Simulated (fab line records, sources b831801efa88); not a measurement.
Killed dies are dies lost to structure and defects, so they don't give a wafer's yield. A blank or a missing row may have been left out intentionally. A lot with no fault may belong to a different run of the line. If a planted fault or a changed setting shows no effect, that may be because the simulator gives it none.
Struck lot and sound lot, side by side + flow sky130 + 21 steps out of a route of 708
Sound: these wafers, L820.2, L820.4, L820.5. Wafers struck: L810.1, L810.2, L810.6. Last of all comes the cause.
Each step with rows lists, per side, the tool, then ch with its chambers, then its first start. Under that, the readings that differ: sound wafers + struck wafers + difference of the means + sigmas: that difference in standard deviations of wafers without a fault.
alike: words and numbers the same on both sides, and readings whose means are apart by under 2 such deviations; not compared: readings that were withheld, readings missing a value for some wafer, numbers with overlapping values and no deviation given by the record, and bounds like >300 which may hide the same value.
Wherever a step has rows on one side only, a row that says differs or no value, or a row with sigmas, the two part there. When numbers do not overlap yet have no deviation, they are printed without sigmas and do not part them. A reading missing from all wafers of one side parts the sides only when that side holds two or more wafers.

first, 6 steps without rows for these wafers: SKY_LI_CONTACT_COAT_06 (resist thk 60 nm); SKY_LI_CONTACT_COAT_07 (resist thk 450 nm); SKY_LI_CONTACT_SOFTBAKE_08 (time 90 s); SKY_LI_CONTACT_EXPOSE_09 (exposes mask LICM1, target cd 170 nm); SKY_LI_CONTACT_PEB_10; SKY_LI_CONTACT_DEVELOP_11 (develop time 60 s).
SKY_LI_CONTACT_CD_MEAS_12 targets a cd of 170 nm.
  sound on cd-sem-02 at day 33 18:18; struck on cd-sem-01 at day 31 02:22
  alike: cd-nm
SKY_LI_CONTACT_OVL_MEAS_13:
  sound on overlay-01 at day 33 18:25; struck on overlay-02 at day 31 02:29
  alike: LI_CONTACT_OVL
then, 1 step without rows for these wafers: SKY_LI_CONTACT_ETCH_14 (etches BARC in N2/H2, stops on SiO2, time 45.9 s, target depth 60 nm).
SKY_LI_CONTACT_ETCH_15: etches PSG in C4F8/O2/Ar, stops on Si, target depth 600 nm.
  sound on rie-diel-01 ch 1,2, day 33 18:29; struck on rie-diel-03 ch 1,2, day 31 02:34
  alike: bias-w, oes-product-au
SKY_LI_CONTACT_STRIP_16: strips in O2/N2.
  sound on plasma-asher-02 ch 0,1, day 33 18:34; struck on plasma-asher-02 ch 0,1, day 31 02:39
  alike: drypump-motor-current-A, oes-product-au, strip-time-to-endpoint-s
  not compared: rf-hours-counter-h
then, 1 step without rows for these wafers: SKY_LI_CONTACT_CLEAN_17 (cleans in NMP, time 600 s).
SKY_LI_CONTACT_PRE_CLEAN_18: time 5.6 s.
  sound on pvd-sputter-03 at day 33 18:50; struck on pvd-sputter-02 at day 31 02:56
  no value came back on the struck wafers for bias-v (V), time-s (s); on the sound wafers bias-v (V) reads 361 360 360
| reading                                       | sound             | struck          | difference | sigmas |
|-----------------------------------------------|-------------------|-----------------|------------|--------|
| model.PSG_of_LI_CONTACT_HDPCVD_00.thk-nm (nm) | 593.6 591.9 593.7 | 598.9 599.3 599 | +6.0       |        |
SKY_LI_CONTACT_SPUTTER_19: material Ti, target thk 20 nm, time 106.37 s.
  sound on pvd-sputter-03 at day 33 18:52; struck on pvd-sputter-02 at day 31 02:58
  alike: throttle-valve-pct
SKY_LI_CONTACT_SPUTTER_20: material TiN, target thk 20 nm, time 80 s.
  sound on pvd-sputter-03 at day 33 18:56; struck on pvd-sputter-02 at day 31 03:02
  alike: throttle-valve-pct
SKY_LI_CONTACT_CVD_21: deposits W, target thk 400 nm, time 120.56 s.
  sound on cvd-w-01 ch 0,1, day 33 19:00; struck on cvd-w-01 ch 0,1, day 31 03:06
  alike: heater-power-w
SKY_LI_CONTACT_RS_MEAS_22: measures by four-point-probe.
  sound on film-metro-03 at day 33 19:08; struck on film-metro-01 at day 31 03:14
  alike: LI_CONTACT_W_RS
SKY_LI_CONTACT_THK_MEAS_23: measures by xrf.
  sound on film-metro-03 at day 33 19:15; struck on film-metro-01 at day 31 03:21
  alike: LI_CONTACT_W_THK
SKY_LI_CONTACT_CMP_24: polishes, stops on PSG, t overpolish 20 s, target thk 0 nm.
  sound on cmp-02 ch 1,3, day 33 19:21; struck on cmp-02 ch 2,3, day 31 03:25
| reading                                       | sound             | struck            | difference | sigmas |
|-----------------------------------------------|-------------------|-------------------|------------|--------|
| model.PSG_of_LI_CONTACT_HDPCVD_00.thk-nm (nm) | 589.2 587.5 589.3 | 594.5 594.9 594.6 | +6.0       |        |
  alike: motor-current-A
then, 1 step without rows for these wafers: SKY_LOCAL_INTERCONNECT_SPUTTER_00 (material TiN, target thk 100 nm, time 83.3 s).
-- record jumps: 16 days separate the struck wafers' starts on either side; left off in module LOCAL_INTERCONNECT, taken up again in module PAD_OPEN, whose first shown step is the route's number 708 --
SKY_PAD_OPEN_PROBE_99:
  sound on prober-01 at day 49 06:54; struck on prober-01 at day 47 07:08
| reading                                 | sound                        | struck                        | difference | sigmas |
|-----------------------------------------|------------------------------|-------------------------------|------------|--------|
| model.etest.nfet_16v.r-on-ohm-um        | 1.42e+04 1.426e+04 1.433e+04 | 1.668e+04 1.666e+04 1.658e+04 | +2.377e+03 |        |
| model.etest.nfet-g5v0d10v5.r-on-ohm-um  | 1889 1910 1902               | 4182 4239 4189                | +2303      |        |
| model.etest.licon-ndiff.rc-ohm          | 177.9 176.3 179.7            | 2084 2170 2005                | +1908      |        |
| model.etest.nfet_01v8.r-on-ohm-um       | 828.4 839.9 838.3            | 2630 2664 2649                | +1812      |        |
| model.etest.sonos-uncharged.r-on-ohm-um | 788.9 831.2 810.9            | 2476 2516 2504                | +1688      |        |
| model.etest.licon-pdiff.rc-ohm          | 583.8 587.7 593.4            | 2154 2221 2185                | +1598      |        |
| model.etest.pfet_01v8.r-on-ohm-um       | 2875 2886 2906               | 4416 4447 4491                | +1562      |        |
| model.etest.pfet-g5v0d10v5.r-on-ohm-um  | 4771 4730 4788               | 6158 6206 6186                | +1420      |        |
  alike: killed_at_M0_to_M3, killed_at_M4_up, killed-at-contacts, killed-at-front-end, killed-at-other, killed-dies, killed-open, killed-short

== WHERE THEY PART ==
At SKY_LI_CONTACT_PRE_CLEAN_18 and nowhere else, as far as this record goes. Later steps at which nothing parts them and some readings are alike: SKY_LI_CONTACT_SPUTTER_19, SKY_LI_CONTACT_SPUTTER_20, SKY_LI_CONTACT_CVD_21, SKY_LI_CONTACT_RS_MEAS_22, SKY_LI_CONTACT_THK_MEAS_23, SKY_LI_CONTACT_CMP_24, SKY_PAD_OPEN_PROBE_99.

WHY: what the simulator had put in
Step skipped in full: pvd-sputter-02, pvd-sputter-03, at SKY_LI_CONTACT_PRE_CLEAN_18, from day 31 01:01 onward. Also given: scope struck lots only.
